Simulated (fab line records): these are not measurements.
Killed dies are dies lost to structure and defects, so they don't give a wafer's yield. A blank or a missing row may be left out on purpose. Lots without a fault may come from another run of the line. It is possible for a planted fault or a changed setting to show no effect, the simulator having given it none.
fab line records	flow sky130
[record] lots = 11	wafers = 33	last_day = 50
route steps=708 shown SONOS_ONO@181 POLY_GATE@236 LDD_N@247 LDD_P@265 PAD_OPEN@708
lots that met no fault: taken from a fault-free run of the same line
start_h: start of the lot's first displayed wafer, in hours after the record's first day	wait_h: hours elapsed since this lot's preceding step	" as in the row above	L1.1+2: one row covering several wafers at once	- value missing, or start not given	* or withheld: withheld	< > ~ a bound
route shown NAME@n: NAME is a module with steps in the file, n the number in the route of the first one	usual: the fault-free wafers' mean and standard deviation	same: alike in all rows	chamber/n: place in a boat	sites: the reading at each site	_std_site: the values' standard deviation	_edge_site: outer sites' mean less inner sites'	radius_mm: how far each site lies from the wafer's centre	mask NAME#n: copy n	behind: tool/chamber where the wafer was last shaped	hold: reason for holding the lot/hours on hold/outcome of the hold	device: which transistor (n, p or np) failed to switch	end of line: the route-end tests of the same wafers	for a step that has no rows: nothing shown but its recipe	killed: dies that structure and defects cost at the first sort, which is not the same as the wafer's yield	map: the dies of a wafer, with x for killed, . for not killed, _ for no die there
set.NAME: the run value of the setting; set.NAME@STEP: its run value at that earlier step	model.NAME: the simulator's own value behind a step, which no gauge read
route steps across a sampled set of lots; one table per step, one row per wafer
services: a tool's chamber out of use, with start hour (start_h, from the record's first day; less than 0 if before it), hours out, and reason
[[steps]]
[step SKY_SONOS_ONO_CD_MEAS_13]
[recipe] target_cd_nm = 410
[usual] cd_nm = 409.9/2.3
lot.wafer	tool	chamber	start_h	wait_h	cd_nm
L483.3	cd_sem-01	-	314.22	0.1	403.6
L483.5	"	-	"	"	408.0
L483.6	"	-	"	"	405.6
L484.4	cd_sem-02	-	320.39	0.1	409.3
L484.5	"	-	"	"	412.4
L484.6	"	-	"	"	410.5
L487.2	cd_sem-01	-	345.05	0.1	414.2
L487.5	"	-	"	"	412.3
L487.6	"	-	"	"	412.4
L488.1	cd_sem-02	-	354.68	0.1	409.8
L488.2	"	-	"	"	409.2
L488.6	"	-	"	"	408.9
L491.3	cd_sem-02	-	373.62	0.1	410.5
L491.4	"	-	"	"	407.9
L491.5	"	-	"	"	410.6
L494.1	cd_sem-02	-	402.04	0.1	409.6
L494.5	"	-	"	"	410.5
L494.6	"	-	"	"	410.6
L495.2	cd_sem-01	-	412.80	0.1	408.8
L495.3	"	-	"	"	407.0
L495.4	"	-	"	"	410.0
L497.1	cd_sem-02	-	431.93	0.1	409.5
L497.4	"	-	"	"	407.6
L497.6	"	-	"	"	406.0
L500.1	cd_sem-01	-	453.70	0.1	411.8
L500.2	"	-	"	"	411.4
L500.6	"	-	"	"	408.1
L501.1	cd_sem-01	-	463.14	0.1	405.7
L501.4	"	-	"	"	406.0
L501.6	"	-	"	"	406.4
L502.3	cd_sem-01	-	498.27	0.1	411.7
L502.5	"	-	"	"	412.2
L502.6	"	-	"	"	410.1
[step SKY_POLY_GATE_CD_MEAS_22]
[usual] cd_nm = 150.1/2.2
lot.wafer	tool	chamber	start_h	wait_h	cd_nm
L483.3	cd_sem-02	-	409.98	0.1	150.3
L483.5	"	-	"	"	151.7
L483.6	"	-	"	"	154.4
L484.4	cd_sem-02	-	419.38	0.1	147.6
L484.5	"	-	"	"	150.9
L484.6	"	-	"	"	148.0
L487.2	cd_sem-01	-	445.96	0.1	151.3
L487.5	"	-	"	"	151.2
L487.6	"	-	"	"	149.2
L488.1	cd_sem-01	-	455.85	0.1	150.8
L488.2	"	-	"	"	149.6
L488.6	"	-	"	"	151.6
L491.3	cd_sem-01	-	478.07	0.1	146.2
L491.4	"	-	"	"	148.2
L491.5	"	-	"	"	146.6
L494.1	cd_sem-01	-	506.14	0.1	149.5
L494.5	"	-	"	"	150.7
L494.6	"	-	"	"	152.4
L495.2	cd_sem-01	-	514.51	0.1	152.6
L495.3	"	-	"	"	148.0
L495.4	"	-	"	"	148.4
L497.1	cd_sem-02	-	537.59	0.1	152.9
L497.4	"	-	"	"	149.6
L497.6	"	-	"	"	150.4
L500.1	cd_sem-01	-	573.93	0.1	151.5
L500.2	"	-	"	"	151.1
L500.6	"	-	"	"	153.7
L501.1	cd_sem-02	-	575.20	0.1	149.4
L501.4	"	-	"	"	154.8
L501.6	"	-	"	"	149.5
L502.3	cd_sem-02	-	594.40	0.1	152.0
L502.5	"	-	"	"	153.0
L502.6	"	-	"	"	151.2
[step SKY_LDD_N_IMPLANT_10]
[recipe] species = As	energy_kev = 20	dose_cm2 = 7.5e+13	tilt_deg = withheld	rotation_deg = 203
[usual] beam_on_s = 10.00/0.21	dose_ions_cm2 = 7.5e+13/7.4e+10	faraday_current_uA = 423/8.6
[same] implant_ion_amu = 75
lot.wafer	tool	chamber	start_h	wait_h	beam_on_s	dose_ions_cm2	faraday_current_uA
L483.3	implanter-01	0	440.76	0.1	9.59	7.493e+13	440
L483.5	"	0	"	"	9.88	7.499e+13	429
L483.6	"	0	"	"	10.13	7.505e+13	417
L484.4	implanter-01	0	449.64	0.1	10.39	7.507e+13	409
L484.5	"	0	"	"	9.91	7.514e+13	425
L484.6	"	0	"	"	10.14	7.498e+13	416
L487.2	implanter-02	0	477.29	0.1	10.39	7.497e+13	408
L487.5	"	0	"	"	10.13	7.5e+13	418
L487.6	"	0	"	"	10.12	7.499e+13	418
L488.1	implanter-04	0	486.96	0.1	10.08	7.505e+13	418
L488.2	"	0	"	"	9.75	7.502e+13	435
L488.6	"	0	"	"	9.74	7.499e+13	434
L491.3	implanter-04	0	509.21	0.1	10.21	7.486e+13	415
L491.4	"	0	"	"	10.01	7.518e+13	423
L491.5	"	0	"	"	10.03	7.494e+13	423
L494.1	implanter-04	0	536.32	0.1	10.37	7.496e+13	407
L494.5	"	0	"	"	9.95	7.504e+13	423
L494.6	"	0	"	"	9.75	7.493e+13	435
L495.2	implanter-04	0	544.24	0.1	42.78	3.9985e+14	528
L495.3	"	0	"	"	41.13	3.9977e+14	550
L495.4	"	0	"	"	40.27	3.9985e+14	558
L497.1	implanter-04	0	566.98	0.1	40.83	3.9989e+14	551
L497.4	"	0	"	"	42.45	3.9985e+14	526
L497.6	"	0	"	"	40.84	3.999e+14	553
L500.1	implanter-01	0	603.28	0.1	10.00	7.502e+13	421
L500.2	"	0	"	"	10.01	7.505e+13	423
L500.6	"	0	"	"	9.90	7.509e+13	425
L501.1	implanter-02	0	605.07	0.1	9.84	7.505e+13	429
L501.4	"	0	"	"	9.73	7.514e+13	435
L501.6	"	0	"	"	9.74	7.506e+13	434
L502.3	implanter-02	0	623.56	0.1	10.09	7.494e+13	420
L502.5	"	0	"	"	10.09	7.493e+13	419
L502.6	"	0	"	"	9.97	7.501e+13	424
[step SKY_LDD_N_STRIP_16]
[recipe] chemistry = O2/N2	power_w = 1400	pressure_mtorr = 1500	platen_temp_c = withheld	o2_flow_sccm = 3000	n2_flow_sccm = 300	overash_fraction = 0.5
[usual] drypump_motor_current_A = 5.7/0.49	oes_product_au = 0.406/0.0046	strip_time_to_endpoint_s = 4.311/0.016
lot.wafer	tool	chamber	start_h	wait_h	drypump_motor_current_A	oes_product_au	rf_hours_counter_h	strip_time_to_endpoint_s
L483.3	plasma_asher-01	0	441.65	0.1	6.4	0.405	-	4.323
L483.5	"	1	"	"	5.6	0.413	-	4.334
L483.6	"	0	"	"	6.3	0.413	-	4.328
L484.4	plasma_asher-02	1	450.50	0.1	6.1	0.402	-	4.296
L484.5	"	1	"	"	6.1	0.399	-	4.298
L484.6	"	0	"	"	5.0	0.408	-	4.313
L487.2	plasma_asher-03	0	478.17	0.1	5.2	0.403	76	4.297
L487.5	"	1	"	"	6.1	0.404	-	4.291
L487.6	"	0	"	"	5.2	0.405	-	4.307
L488.1	plasma_asher-01	0	487.86	0.1	6.3	0.404	6	4.319
L488.2	"	1	"	"	5.7	0.417	6	4.309
L488.6	"	0	"	"	6.3	0.408	-	4.320
L491.3	plasma_asher-03	0	510.10	0.1	5.2	0.412	-	4.297
L491.4	"	1	"	"	6.1	0.400	-	4.313
L491.5	"	0	"	"	5.2	0.406	-	4.283
L494.1	plasma_asher-02	1	537.22	0.1	6.1	0.409	41	4.329
L494.5	"	0	"	"	5.0	0.407	-	4.309
L494.6	"	1	"	"	6.1	0.418	-	4.316
L495.2	plasma_asher-03	1	545.12	0.1	6.1	0.406	83	5.094
L495.3	"	0	"	"	5.2	0.406	-	5.099
L495.4	"	1	"	"	6.1	0.399	-	5.088
L497.1	plasma_asher-02	0	567.88	0.1	5.0	0.403	44	5.126
L497.4	"	1	"	"	6.1	0.406	-	5.121
L497.6	"	1	"	"	6.1	0.410	-	5.123
L500.1	plasma_asher-03	1	604.18	0.1	6.0	0.401	89	4.325
L500.2	"	0	"	"	5.2	0.414	89	4.323
L500.6	"	0	"	"	5.2	0.408	-	4.317
L501.1	plasma_asher-01	0	605.97	0.1	6.4	0.410	18	4.314
L501.4	"	1	"	"	5.7	0.414	-	4.324
L501.6	"	1	"	"	5.7	0.408	-	4.325
L502.3	plasma_asher-03	1	624.45	0.1	6.1	0.407	-	4.316
L502.5	"	1	"	"	6.1	0.403	-	4.308
L502.6	"	0	"	"	5.2	0.401	-	4.314
[step SKY_LDD_N_TW_MEAS_17]
[usual] LDD_N_TW = 2583/31
lot.wafer	tool	chamber	start_h	wait_h	LDD_N_TW
L483.3	film_metro-02	-	441.73	0.1	2617
L483.5	"	-	"	"	2630
L483.6	"	-	"	"	2616
L484.4	film_metro-03	-	450.59	0.1	2546
L484.5	"	-	"	"	2536
L484.6	"	-	"	"	2535
L487.2	film_metro-04	-	478.28	0.1	2617
L487.5	"	-	"	"	2627
L487.6	"	-	"	"	2637
L488.1	film_metro-02	-	487.96	0.1	2591
L488.2	"	-	"	"	2588
L488.6	"	-	"	"	2587
L491.3	film_metro-04	-	510.18	0.1	2592
L491.4	"	-	"	"	2588
L491.5	"	-	"	"	2589
L494.1	film_metro-04	-	537.32	0.1	2582
L494.5	"	-	"	"	2601
L494.6	"	-	"	"	2583
L495.2	film_metro-04	-	545.23	0.1	2891
L495.3	"	-	"	"	2900
L495.4	"	-	"	"	2891
L497.1	film_metro-04	-	567.98	0.1	2902
L497.4	"	-	"	"	2881
L497.6	"	-	"	"	2881
L500.1	film_metro-04	-	604.28	0.1	2592
L500.2	"	-	"	"	2596
L500.6	"	-	"	"	2603
L501.1	film_metro-02	-	606.07	0.1	2611
L501.4	"	-	"	"	2592
L501.6	"	-	"	"	2606
L502.3	film_metro-02	-	624.53	0.1	2601
L502.5	"	-	"	"	2600
L502.6	"	-	"	"	2597
[step SKY_LDD_P_STRIP_10]
[recipe] chemistry = O2/N2	power_w = 1400	pressure_mtorr = 1500	platen_temp_c = withheld	o2_flow_sccm = 3000	n2_flow_sccm = 300	overash_fraction = 0.5
[usual] drypump_motor_current_A = 5.5/0.45	oes_product_au = 0.715/0.0046	strip_time_to_endpoint_s = 14.17/0.049
lot.wafer	tool	chamber	start_h	wait_h	drypump_motor_current_A	oes_product_au	rf_hours_counter_h	strip_time_to_endpoint_s
L483.3	plasma_asher-03	1	472.72	0.1	6.0	0.709	-	14.14
L483.5	"	0	"	"	5.2	0.717	-	14.12
L483.6	"	1	"	"	6.0	0.709	-	14.09
L484.4	plasma_asher-04	1	481.37	0.1	5.2	0.712	-	14.22
L484.5	"	1	"	"	5.2	0.719	-	14.19
L484.6	"	0	"	"	5.0	0.715	-	14.19
L487.2	plasma_asher-04	1	509.43	0.1	5.2	0.715	70	14.12
L487.5	"	1	"	"	5.2	0.718	-	14.12
L487.6	"	0	"	"	5.0	0.715	-	14.15
L488.1	plasma_asher-02	0	517.74	0.1	5.0	0.716	39	14.15
L488.2	"	1	"	"	6.1	0.713	39	14.17
L488.6	"	1	"	"	6.1	0.716	-	14.14
L491.3	plasma_asher-03	0	539.77	0.1	5.2	0.717	-	14.22
L491.4	"	1	"	"	6.0	0.714	-	14.22
L491.5	"	0	"	"	5.2	0.719	-	14.23
L494.1	plasma_asher-02	1	565.75	0.1	6.1	0.715	44	14.24
L494.5	"	0	"	"	5.0	0.716	-	14.28
L494.6	"	1	"	"	6.1	0.715	-	14.25
L495.2	plasma_asher-03	1	574.25	0.1	6.1	0.713	86	14.20
L495.3	"	0	"	"	5.2	0.719	-	14.14
L495.4	"	1	"	"	6.1	0.713	-	14.16
L497.1	plasma_asher-03	0	597.04	0.1	5.2	0.710	88	14.21
L497.4	"	1	"	"	6.1	0.711	-	14.22
L497.6	"	1	"	"	6.1	0.722	-	14.16
L500.1	plasma_asher-04	0	633.40	0.1	5.0	0.713	83	14.16
L500.2	"	1	"	"	5.2	0.706	83	14.16
L500.6	"	0	"	"	5.0	0.713	-	14.14
L501.1	plasma_asher-04	0	635.44	0.1	5.0	0.716	83	14.25
L501.4	"	0	"	"	5.0	0.723	-	14.22
L501.6	"	1	"	"	5.2	0.705	-	14.27
L502.3	plasma_asher-03	0	653.27	0.1	5.2	0.710	-	14.24
L502.5	"	0	"	"	5.2	0.724	-	14.27
L502.6	"	1	"	"	6.0	0.713	-	14.21
[step SKY_PAD_OPEN_PROBE_99]
[usual] killed_at_M0_to_M3 = 45/6.8	killed_at_M4_up = 3.1/2	killed_at_contacts = 23/5.2	killed_at_front_end = 14/3.7	killed_at_other = 0.3/0.61	killed_dies = 86/9	killed_open = 46/6.9	killed_short = 39/6.4
[same] gross_dies = 492	killed_at_back_side = 0
lot.wafer	tool	chamber	start_h	wait_h	killed_at_M0_to_M3	killed_at_M4_up	killed_at_contacts	killed_at_front_end	killed_at_other	killed_dies	killed_open	killed_short
L483.3	prober-01	-	1097.81	0.2	48	1	27	14	0	90	46	43
L483.5	prober-01	-	1097.91	0.2	49	3	19	18	0	89	48	40
L483.6	prober-01	-	1097.96	0.2	43	1	21	12	1	78	41	37
L484.4	prober-02	-	1103.92	0.2	36	6	24	13	0	79	44	35
L484.5	prober-02	-	1103.97	0.2	43	4	26	17	0	90	45	41
L484.6	prober-02	-	1104.02	0.2	58	6	28	18	0	110	65	44
L487.2	prober-01	-	1120.86	0.1	37	5	26	8	0	76	42	34
L487.5	prober-01	-	1121.01	0.2	38	1	20	21	1	81	33	48
L487.6	prober-01	-	1121.06	0.2	42	0	28	13	0	83	40	43
L488.1	prober-02	-	1127.29	0.1	50	5	22	18	0	95	52	43
L488.2	prober-02	-	1127.34	0.1	44	5	24	19	1	93	52	41
L488.6	prober-02	-	1127.54	0.2	46	5	20	15	0	86	33	53
L491.3	prober-01	-	1141.35	0.2	51	3	26	20	0	100	51	46
L491.4	prober-01	-	1141.40	0.2	43	2	17	16	0	78	42	35
L491.5	prober-01	-	1141.45	0.2	43	1	20	16	0	80	46	34
L494.1	prober-02	-	1156.56	0.1	63	4	22	17	0	106	54	52
L494.5	prober-02	-	1156.76	0.2	44	4	25	20	1	94	54	40
L494.6	prober-02	-	1156.81	0.2	44	4	24	12	0	84	44	40
L495.2	prober-01	-	1165.35	0.1	33	3	34	18	0	88	48	40
L495.3	prober-01	-	1165.40	0.2	47	6	22	15	2	92	53	39
L495.4	prober-01	-	1165.45	0.2	44	2	29	19	0	94	50	44
L497.1	prober-01	-	1175.81	0.1	48	4	26	11	0	89	50	39
L497.4	prober-01	-	1175.96	0.2	59	0	19	10	0	88	48	40
L497.6	prober-01	-	1176.06	0.2	54	3	21	11	0	89	41	47
L501.1	prober-02	-	1199.06	0.1	55	8	16	14	2	95	46	46
L501.4	prober-02	-	1199.21	0.2	39	4	26	17	0	86	41	43
L501.6	prober-02	-	1199.31	0.2	49	6	25	13	0	93	48	43
L500.1	prober-01	-	1199.67	0.1	41	1	27	7	0	76	43	33
L500.2	prober-01	-	1199.72	0.1	36	2	16	16	0	70	35	35
L500.6	prober-01	-	1199.92	0.2	43	2	19	17	0	81	44	37
L502.3	prober-02	-	1209.21	0.2	56	1	29	19	0	105	61	43
L502.5	prober-02	-	1209.31	0.2	45	9	23	11	0	88	38	50
L502.6	prober-02	-	1209.36	0.2	41	2	17	15	0	75	36	38
// killed by level:class
L483.3 VIA1:geometric_particle:open=10 LI_CONTACT:geometric_particle:open=9 CONTACT:geometric_particle:open=8 METAL1:geometric_particle:short=8 VIA1:geometric_particle:short=8 VIA2:geometric_particle:open=7 CONTACT:geometric_particle:short=6 VIA3:geometric_particle:open=5
L483.5 LI_CONTACT:geometric_particle:open=10 VIA1:geometric_particle:open=10 VIA3:geometric_particle:open=8 VIA1:geometric_particle:short=7 VIA2:geometric_particle:open=7 FIELD_ISO:geometric_particle:short=6 METAL1:geometric_particle:short=5 CONTACT:geometric_particle:open=4
L483.6 VIA1:geometric_particle:open=13 METAL2:geometric_particle:short=7 CONTACT:geometric_particle:open=7 LI_CONTACT:geometric_particle:open=5 METAL1:geometric_particle:short=5 VIA3:geometric_particle:open=5 POLY_GATE:geometric_particle:short=4 LOCAL_INTERCONNECT:geometric_particle:short=4
L484.4 VIA1:geometric_particle:open=10 CONTACT:geometric_particle:open=9 FIELD_ISO:geometric_particle:open=7 LI_CONTACT:geometric_particle:open=6 METAL1:geometric_particle:short=6 VIA2:geometric_particle:open=6 METAL4:geometric_particle:short=5 LOCAL_INTERCONNECT:geometric_particle:short=4
L484.5 VIA1:geometric_particle:open=11 CONTACT:geometric_particle:open=10 VIA1:geometric_particle:short=10 VIA2:geometric_particle:open=9 LI_CONTACT:geometric_particle:open=5 FIELD_ISO:geometric_particle:short=4 CONTACT:geometric_particle:short=4 LOCAL_INTERCONNECT:geometric_particle:short=4
L484.6 VIA2:geometric_particle:open=12 VIA1:geometric_particle:open=11 CONTACT:geometric_particle:open=10 LI_CONTACT:geometric_particle:open=9 VIA3:geometric_particle:open=8 METAL1:geometric_particle:short=7 VIA1:geometric_particle:short=7 METAL3:geometric_particle:short=5
L487.2 CONTACT:geometric_particle:open=9 VIA1:geometric_particle:open=8 LI_CONTACT:geometric_particle:open=7 VIA1:geometric_particle:short=7 FIELD_ISO:geometric_particle:open=6 METAL2:geometric_particle:short=6 VIA2:geometric_particle:open=5 LI_CONTACT:geometric_particle:short=4
L487.5 FIELD_ISO:geometric_particle:short=7 METAL1:geometric_particle:short=7 VIA1:geometric_particle:open=7 POLY_GATE:geometric_particle:short=5 LI_CONTACT:geometric_particle:open=5 CONTACT:geometric_particle:short=5 CONTACT:geometric_particle:open=4 VIA2:geometric_particle:short=4
L487.6 VIA1:geometric_particle:open=10 CONTACT:geometric_particle:short=9 VIA3:geometric_particle:short=7 LOCAL_INTERCONNECT:geometric_particle:short=7 VIA2:geometric_particle:open=6 LI_CONTACT:geometric_particle:open=6 POLY_GATE:geometric_particle:open=4 CONTACT:geometric_particle:open=4
L488.1 VIA1:geometric_particle:open=10 VIA3:geometric_particle:open=9 METAL1:geometric_particle:short=8 VIA2:geometric_particle:open=8 CONTACT:geometric_particle:short=7 FIELD_ISO:geometric_particle:open=6 LI_CONTACT:geometric_particle:open=6 CONTACT:geometric_particle:open=6
L488.2 VIA1:geometric_particle:open=10 CONTACT:geometric_particle:open=9 VIA3:geometric_particle:open=8 FIELD_ISO:geometric_particle:open=7 FIELD_ISO:geometric_particle:short=5 LOCAL_INTERCONNECT:geometric_particle:short=5 VIA3:geometric_particle:short=5 METAL4:geometric_particle:short=5
L488.6 METAL1:geometric_particle:short=11 METAL2:geometric_particle:short=8 LI_CONTACT:geometric_particle:open=7 CONTACT:geometric_particle:open=5 VIA1:geometric_particle:short=5 VIA3:geometric_particle:short=5 FIELD_ISO:geometric_particle:short=4 VIA1:geometric_particle:open=4
L491.3 LI_CONTACT:geometric_particle:open=10 VIA1:geometric_particle:open=10 METAL2:geometric_particle:short=8 FIELD_ISO:geometric_particle:short=7 VIA2:geometric_particle:open=7 METAL1:geometric_particle:short=7 VIA1:geometric_particle:short=5 CONTACT:geometric_particle:short=4
L491.4 VIA1:geometric_particle:open=13 CONTACT:geometric_particle:open=8 VIA1:geometric_particle:short=8 FIELD_ISO:geometric_particle:open=5 FIELD_ISO:geometric_particle:short=5 VIA3:geometric_particle:open=5 LI_CONTACT:geometric_particle:open=4 CONTACT:geometric_particle:short=4
L491.5 CONTACT:geometric_particle:open=8 VIA3:geometric_particle:open=8 VIA2:geometric_particle:open=7 FIELD_ISO:geometric_particle:short=6 FIELD_ISO:geometric_particle:open=5 LI_CONTACT:geometric_particle:open=5 VIA1:geometric_particle:short=5 VIA1:geometric_particle:open=4
L494.1 VIA1:geometric_particle:open=15 VIA2:geometric_particle:open=11 LI_CONTACT:geometric_particle:open=8 METAL2:geometric_particle:short=8 METAL1:geometric_particle:short=7 VIA1:geometric_particle:short=7 CONTACT:geometric_particle:short=6 FIELD_ISO:geometric_particle:short=4
L494.5 VIA1:geometric_particle:open=13 CONTACT:geometric_particle:open=11 VIA2:geometric_particle:open=9 POLY_GATE:geometric_particle:short=6 LI_CONTACT:geometric_particle:open=6 METAL1:geometric_particle:short=6 VIA3:geometric_particle:open=6 FIELD_ISO:geometric_particle:short=5
L494.6 LI_CONTACT:geometric_particle:open=9 VIA1:geometric_particle:open=8 VIA1:geometric_particle:short=7 VIA2:geometric_particle:short=6 CONTACT:geometric_particle:open=6 CONTACT:geometric_particle:short=5 VIA3:geometric_particle:open=4 METAL1:geometric_particle:short=4
L495.2 VIA1:geometric_particle:open=11 CONTACT:geometric_particle:open=9 FIELD_ISO:geometric_particle:short=8 LI_CONTACT:geometric_particle:open=8 LOCAL_INTERCONNECT:geometric_particle:short=7 CONTACT:geometric_particle:short=5 METAL2:geometric_particle:short=5 VIA2:geometric_particle:open=5
L495.3 LI_CONTACT:geometric_particle:open=9 FIELD_ISO:geometric_particle:open=8 CONTACT:geometric_particle:open=8 VIA1:geometric_particle:open=7 METAL1:geometric_particle:short=7 VIA2:geometric_particle:short=7 VIA3:geometric_particle:open=7 VIA2:geometric_particle:open=6
L495.4 CONTACT:geometric_particle:open=14 VIA1:geometric_particle:open=7 VIA3:geometric_particle:open=7 VIA1:geometric_particle:short=6 METAL2:geometric_particle:short=6 FIELD_ISO:geometric_particle:open=5 FIELD_ISO:geometric_particle:short=5 CONTACT:geometric_particle:short=5
L497.1 VIA1:geometric_particle:open=13 CONTACT:geometric_particle:open=12 VIA3:geometric_particle:open=8 METAL2:geometric_particle:short=6 LOCAL_INTERCONNECT:geometric_particle:short=5 VIA1:geometric_particle:short=5 VIA2:geometric_particle:short=5 VIA2:geometric_particle:open=5
L497.4 VIA1:geometric_particle:open=15 CONTACT:geometric_particle:open=9 VIA2:geometric_particle:open=9 VIA3:geometric_particle:open=8 METAL1:geometric_particle:short=5 VIA1:geometric_particle:short=5 METAL2:geometric_particle:short=5 METAL3:geometric_particle:short=5
L497.6 VIA2:geometric_particle:open=12 METAL2:geometric_particle:short=10 VIA3:geometric_particle:open=9 VIA1:geometric_particle:short=8 CONTACT:geometric_particle:open=6 CONTACT:geometric_particle:short=5 METAL1:geometric_particle:short=5 VIA3:geometric_particle:short=4
L501.1 VIA1:geometric_particle:open=17 METAL1:geometric_particle:short=7 POLY_GATE:geometric_particle:short=6 METAL2:geometric_particle:short=6 LI_CONTACT:geometric_particle:open=5 VIA3:geometric_particle:open=5 VIA3:geometric_particle:short=5 CONTACT:geometric_particle:open=4
L501.4 CONTACT:geometric_particle:open=9 VIA1:geometric_particle:short=8 METAL2:geometric_particle:short=8 LI_CONTACT:geometric_particle:open=7 VIA1:geometric_particle:open=5 FIELD_ISO:geometric_particle:short=4 POLY_GATE:geometric_particle:short=4 POLY_GATE:geometric_particle:open=4
L501.6 VIA1:geometric_particle:open=13 METAL1:geometric_particle:short=12 LI_CONTACT:geometric_particle:open=9 VIA2:geometric_particle:open=8 CONTACT:geometric_particle:open=7 CONTACT:geometric_particle:short=5 VIA1:geometric_particle:short=5 FIELD_ISO:geometric_particle:short=4
L500.1 CONTACT:geometric_particle:open=12 LI_CONTACT:geometric_particle:open=9 VIA1:geometric_particle:open=7 METAL1:geometric_particle:short=6 METAL2:geometric_particle:short=5 VIA3:geometric_particle:open=5 VIA2:geometric_particle:open=4 VIA2:geometric_particle:short=4
L500.2 VIA1:geometric_particle:open=11 POLY_GATE:geometric_particle:short=7 VIA2:geometric_particle:open=6 FIELD_ISO:geometric_particle:short=5 CONTACT:geometric_particle:open=5 METAL1:geometric_particle:short=5 VIA1:geometric_particle:short=5 FIELD_ISO:geometric_particle:open=3
L500.6 VIA1:geometric_particle:open=14 CONTACT:geometric_particle:open=7 METAL3:geometric_particle:short=6 FIELD_ISO:geometric_particle:open=5 LI_CONTACT:geometric_particle:open=5 VIA1:geometric_particle:short=5 FIELD_ISO:geometric_particle:short=4 POLY_GATE:geometric_particle:short=4
L502.3 VIA1:geometric_particle:open=11 LI_CONTACT:geometric_particle:open=11 CONTACT:geometric_particle:open=10 METAL2:geometric_particle:short=10 VIA2:geometric_particle:open=9 VIA3:geometric_particle:open=9 FIELD_ISO:geometric_particle:short=7 VIA3:geometric_particle:short=6
L502.5 VIA1:geometric_particle:open=12 VIA1:geometric_particle:short=8 METAL4:geometric_particle:short=8 CONTACT:geometric_particle:open=7 VIA3:geometric_particle:open=6 LOCAL_INTERCONNECT:geometric_particle:short=6 FIELD_ISO:geometric_particle:short=5 METAL2:geometric_particle:short=5
L502.6 VIA1:geometric_particle:open=11 CONTACT:geometric_particle:short=7 FIELD_ISO:geometric_particle:short=5 METAL1:geometric_particle:short=5 VIA2:geometric_particle:open=5 VIA3:geometric_particle:open=5 METAL2:geometric_particle:short=4 LI_CONTACT:geometric_particle:open=3
[[services]]
tool	chamber	start_h	hours	kind
plasma_asher-01	-	421.25	9.0	pm
plasma_asher-01	0	421.25	9.0	vent_cycle
plasma_asher-01	1	421.25	9.0	vent_cycle
implanter-02	-	424.09	6.1	repair
plasma_asher-01	0	430.25	-	clean
implanter-02	-	445.45	10.5	repair
implanter-02	-	469.34	3.8	pm
implanter-04	-	471.85	1.4	repair
implanter-02	-	480.03	0.6	repair
plasma_asher-03	-	485.90	5.9	repair
plasma_asher-02	-	514.41	2.8	pm
implanter-01	-	532.23	4.0	repair
plasma_asher-04	-	537.89	0.5	repair
implanter-02	-	541.21	40.7	pm
plasma_asher-01	-	545.91	7.1	repair
plasma_asher-04	-	578.99	1.3	repair
plasma_asher-02	-	581.25	0.8	repair
implanter-02	-	581.87	4.3	pm
plasma_asher-02	-	589.04	14.1	repair
implanter-04	-	589.46	1.2	repair
implanter-02	-	620.76	2.2	repair
plasma_asher-04	-	629.67	0.7	repair
plasma_asher-04	-	646.79	14.6	pm
implanter-04	-	652.78	1.5	repair
[[key]]
[first_sign] step = SKY_LDD_N_IMPLANT_10	reading = dose_ions_cm2	direction = up	sigmas = 99+	usual = *	struck = *
[effect] step = SKY_LDD_N_IMPLANT_10	reading = beam_on_s	direction = up	sigmas = 99+	usual = 10.00	struck = 41.39
[effect] step = SKY_LDD_N_STRIP_16	reading = strip_time_to_endpoint_s	direction = up	sigmas = 50	usual = *	struck = *
[effect] step = SKY_LDD_N_TW_MEAS_17	reading = LDD_N_TW	direction = up	sigmas = 9.9	usual = 2583	struck = 2891
met_at SKY_LDD_N_IMPLANT_10
struck_lots L495,L497
tester_left_out L495,L497
not_acting_at SKY_SONOS_ONO_CD_MEAS_13,SKY_POLY_GATE_CD_MEAS_22,SKY_LDD_P_STRIP_10
onset_between 536.32 544.24
[fault] kind = process_parameter_drift	tool = implanter-04	chamber = -	onset_h = 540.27	steps = SKY_LDD_N_IMPLANT_10	channel = dose_cm2	offset = *	shape = step	end_h = 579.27	acts_in = *	stated = *
// tester_left_out: of these lots the tester's yield and bins aren't shown, on N5 and GAA mostly nor the transistor test; their killed dies are dies lost to structure and defects alone, not to doping, threshold or leakage, so they don't give the yield
